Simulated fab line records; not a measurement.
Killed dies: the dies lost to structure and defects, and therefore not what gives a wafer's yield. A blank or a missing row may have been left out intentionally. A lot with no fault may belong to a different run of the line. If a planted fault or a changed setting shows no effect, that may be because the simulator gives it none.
What tool caused it? -- flow gf180mcu -- 39 wafers from 13 lots sampled at 3 of the route's 602 steps

## WHAT THE GAUGES READ, wafer by wafer
GF_V5_THK_MEAS_01.
lot,measured,on,V5_CVD_00_THK (nm)
L761,day 26 16:31,film metro-01,300.0 298.8 297.2
L763,day 27 18:01,film metro-02,295.8 295.8 294.6
L764,day 28 05:31,film metro-04,297.6 296.0 296.6
L765,day 28 07:41,film metro-02,297.4 304.7 298.9
L766,day 28 14:00,film metro-04,296.9 296.2 292.0
L775,day 31 05:06,film metro-01,299.4 303.6 300.4
L776,day 31 10:10,film metro-02,296.4 303.1 302.9
L777,day 31 15:28,film metro-01,302.8 300.3 300.0
L778,day 31 21:18,film metro-01,298.9 297.2 294.8
L779,day 32 01:53,film metro-01,301.4 303.3 299.2
L780,day 32 11:28,film metro-01,295.4 297.3 295.8
L781,day 32 15:01,film metro-01,297.4 297.1 297.8
L782,day 32 20:05,film metro-02,296.6 293.7 295.3

GF_V5_CD_MEAS_14 targets a cd of 260 nm.
lot,measured,on,cd nm (nm)
L761,day 27 12:55,cd sem-02,260.0 260.6 260.1
L763,day 28 14:08,cd sem-02,259.5 258.9 260.5
L764,day 29 01:02,cd sem-01,263.0 261.5 262.4
L765,day 29 04:03,cd sem-01,260.4 261.0 261.5
L766,day 29 09:32,cd sem-02,259.4 260.0 259.2
L775,day 31 22:57,cd sem-01,260.9 260.1 262.4
L776,day 32 04:18,cd sem-02,260.3 260.5 259.4
L777,day 32 08:53,cd sem-01,261.7 262.2 261.5
L778,day 32 14:46,cd sem-02,262.5 263.3 262.6
L779,day 32 18:57,cd sem-02,259.9 260.2 260.9
L780,day 33 04:08,cd sem-01,260.7 261.7 262.4
L781,day 33 07:44,cd sem-01,259.9 259.9 259.2
L782,day 33 12:14,cd sem-01,260.6 260.0 259.7

## EACH LOT AND THE TOOL THAT RAN IT (in order: tool; ch and the chambers of the sampled wafers; start)
lot,GF_MIM_METAL_ETCH_19
L761,"rie metal-02 ch 0, day 25 18:02"
L763,"rie metal-02 ch 0,1, day 26 20:40"
L764,"rie metal-01 ch 0,1, day 27 08:21"
L765,"rie metal-02 ch 0,1, day 27 10:53"
L766,"rie metal-04 ch 0,1, day 27 16:17"
L775,"rie metal-02 ch 0,1, day 30 09:29"
L776,"rie metal-02 ch 0,1, day 30 14:53"
L777,"rie metal-01 ch 0,1, day 30 20:23"
L778,"rie metal-04 ch 0,1, day 31 02:57"
L779,"rie metal-04 ch 0,1, day 31 07:02"
L780,"rie metal-04 ch 1, day 31 16:50"
L781,"rie metal-02 ch 0,1, day 31 20:56"
L782,"rie metal-02 ch 1, day 32 02:50"
- GF_MIM_METAL_ETCH_19: etches the open film in Cl2/BCl3, stops on Si3N4, target depth 324.5 nm, time 54.1 s.

## AS READ BY THE TOOLS THEMSELVES (means over the sampled wafers that have a number; for cases with no such wafer, the mark the record gives instead)
GF_MIM_METAL_ETCH_19.
lot,tool,drypump motor current A (A),oes product au (a.u.),throttle valve pct (%)
L761,rie metal-02,6.1,0.947,28.274
L763,rie metal-02,5.6,0.941,28.293
L764,rie metal-01,5.5,0.941,28.271
L765,rie metal-02,5.2,0.931,28.298
L766,rie metal-04,6.4,0.938,28.293
L775,rie metal-02,5.2,0.937,28.286
L776,rie metal-02,5.6,0.944,28.270
L777,rie metal-01,5.4,0.942,28.285
L778,rie metal-04,6.4,0.947,28.284
L779,rie metal-04,6.4,0.939,28.292
L780,rie metal-04,6.6,0.941,28.280
L781,rie metal-02,5.1,0.943,28.279
L782,rie metal-02,4.7,0.949,28.286

## THE ANSWER, worked out from the rows above alone
Rule: the lots themselves supply what counts as usual. Put in order of their means at a reading, lots are off if they are a third of the lots or fewer, leave a main group of 4 or more, and stand apart from it by a gap of 3 or more times the standard deviation of the main group's means; of several such gaps the widest counts. Not used: any main group whose means are identical at the precision the tables above print for the reading. A lot without any number at a reading at which 4 lots or more have one is off too. The other lots that the step has rows for count as sound. First the gauges in route order, then the tools' own readings, where a lot's mean is used as printed above. The first step at which some lot is off is used, and at that step the reading that is off furthest; a lot without a number counts as furthest.
No lot is off on any of the readings shown, so nothing can be concluded from this.

## WHAT THE SIMULATOR HAD INSERTED
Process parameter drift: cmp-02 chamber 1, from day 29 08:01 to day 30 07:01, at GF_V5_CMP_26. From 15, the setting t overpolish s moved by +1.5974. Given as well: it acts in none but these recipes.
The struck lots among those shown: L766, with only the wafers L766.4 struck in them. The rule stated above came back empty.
